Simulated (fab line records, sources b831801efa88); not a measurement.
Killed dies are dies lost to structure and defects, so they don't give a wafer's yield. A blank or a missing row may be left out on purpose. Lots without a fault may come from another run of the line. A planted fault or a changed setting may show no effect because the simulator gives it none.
Problem report in the 8D (eight disciplines) form, filled by code | flow gf180mcu | the parts of the form that need people (team, actions taken, sign-off) are left out

1. THE PROBLEM
heater_power_total_W at GF_POLY_GATE_SOFTBAKE_06 reads a mean of 91.04 W on 6 wafers of 2 lots; wafers without a fault read 93.04 W with a standard deviation of 0.067. That is -30 standard deviations from the usual mean.
The step: time 60 s.
First seen on wafer L816.2, day 12 11:00, on litho_track-01. The record holds 42 wafers of 14 lots with a number at this step. Rule for "out", or "out of limits": more than 4 standard deviations from the usual mean. The other wafers with a number count as sound.

2. WHAT IT IS AND WHAT IT IS NOT
question                    | is                                 | is not
which readings at this step | heater_power_total_W, plate_temp_C | -
which lots                  | L816, L817                         | L805, L806, L807, L811, L813, L819, L820, L821, L822, L825, L826, L828
which wafers of those lots  | all that have a number             | -
read on which tools         | litho_track-01                     | litho_track-02, litho_track-03
when                        | from day 12 11:00                  | up to then (15 sound wafers); but 21 sound wafers of L819, L820, L821, L822, L825, L826, L828 came after

3. SUSPECTS, AND WHAT RULES EACH OUT
Counting: a tool at a process step up to the reading stays a suspect if it ran every lot that is out and no sound lot after the first of them.
- litho_track-01 at GF_POLY_GATE_SOFTBAKE_06 (time 60 s): ruled out as a lasting fault. Sound lots L828 ran on it after its first lot that is out, L816 (day 12 11:00).
Left after counting: nothing in the record.

4. THE CAUSE (what the simulator had put in)
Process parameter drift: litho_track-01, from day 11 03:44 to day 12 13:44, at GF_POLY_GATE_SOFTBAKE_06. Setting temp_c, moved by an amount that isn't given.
Counting ruled it out, wrongly.

5. THE CHAIN OF EFFECTS, in route order
Each row: a reading whose mean over the struck wafers that have a number lies more than 3 standard deviations from the usual. Only readings for which the record gives a usual standard deviation are gone through. hours: the time from each lot's start at the first step in this table that gives one to its start at this step, as a median over the lots. sigmas: the change in usual standard deviations.
hours | step                     | reading              | usual    | on struck wafers | change | sigmas
0     | GF_POLY_GATE_SOFTBAKE_06 | heater_power_total_W | 93.04 W  | 91.04            | -2.00  | -30
0     | GF_POLY_GATE_SOFTBAKE_06 | plate_temp_C         | 129.97 C | 127.78           | -2.19  | -17
The process steps in it:
- GF_POLY_GATE_SOFTBAKE_06: time 60 s.
Later measuring or inspecting steps at which every struck wafer that the step has a row for has a number for every such reading, and none has moved that far: GF_POLY_GATE_CD_MEAS_10, GF_CONTACT_OVL_MEAS_15, GF_CONTACT_RS_MEAS_25.

6. WHAT WOULD HAVE CAUGHT IT SOONER
In this record the first reading out of limits was taken at day 12 11:00, 31 hours after the fault began at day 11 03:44.
